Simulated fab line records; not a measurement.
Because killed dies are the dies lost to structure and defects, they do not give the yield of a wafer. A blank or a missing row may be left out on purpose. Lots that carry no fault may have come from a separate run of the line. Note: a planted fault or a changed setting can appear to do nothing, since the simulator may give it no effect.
The tool behind it: which one? | flow gf180mcu | Sampling: 7 lots, 21 wafers, 2 of 602 route steps

== WHAT THE GAUGES SHOWED, per wafer ==
GF_V2_OVL_MEAS_15.
lot  | measured     | on         | V2_OVL (nm)
L387 | day 20 21:19 | overlay-01 | 2 0 -5
L389 | day 21 14:50 | overlay-01 | 3 -2 -7
L396 | day 24 12:41 | overlay-01 | 1 0 1
L402 | day 26 07:08 | overlay-02 | -7 -7 2
L404 | day 27 01:23 | overlay-02 | -2 -3 0
L406 | day 27 12:17 | overlay-01 | -2 -1 -4
L408 | day 28 02:37 | overlay-01 | -4 -7 -9

== WHAT TOOL EACH LOT RAN ON (gives the tool, then ch and the chambers of the sampled wafers, and finally the start) ==
lot  | GF_M2_SPUTTER_03
L387 | pvdSputter-04, day 18 19:20
L389 | pvdSputter-01, day 19 13:29
L396 | pvdSputter-01, day 22 12:34
L402 | pvdSputter-01, day 24 10:50
L404 | pvdSputter-01, day 25 06:33
L406 | pvdSputter-04, day 25 17:29
L408 | pvdSputter-01, day 26 07:44
- GF_M2_SPUTTER_03: material Ti, target thk 10 nm, time 6.7 s.

== THE ANSWER, worked out from the rows above alone ==
Rule: the usual values come from the lots themselves. The widest of any qualifying gaps counts: lots, ordered by their means at a reading, are off when they make up no more than a third of the lots, leave a main group of 4 or more, and stand apart from it by 3 or more times the standard deviation of that group's means. A main group is skipped when, at the precision printed for the reading in the tables above, its means are all equal. A lot without any number at a reading at which 4 lots or more have one is off too. The other lots that the step has rows for count as sound.
No lot is off at any reading shown: from this, nothing can be told.

== WHAT THE SIMULATOR HAD INSERTED ==
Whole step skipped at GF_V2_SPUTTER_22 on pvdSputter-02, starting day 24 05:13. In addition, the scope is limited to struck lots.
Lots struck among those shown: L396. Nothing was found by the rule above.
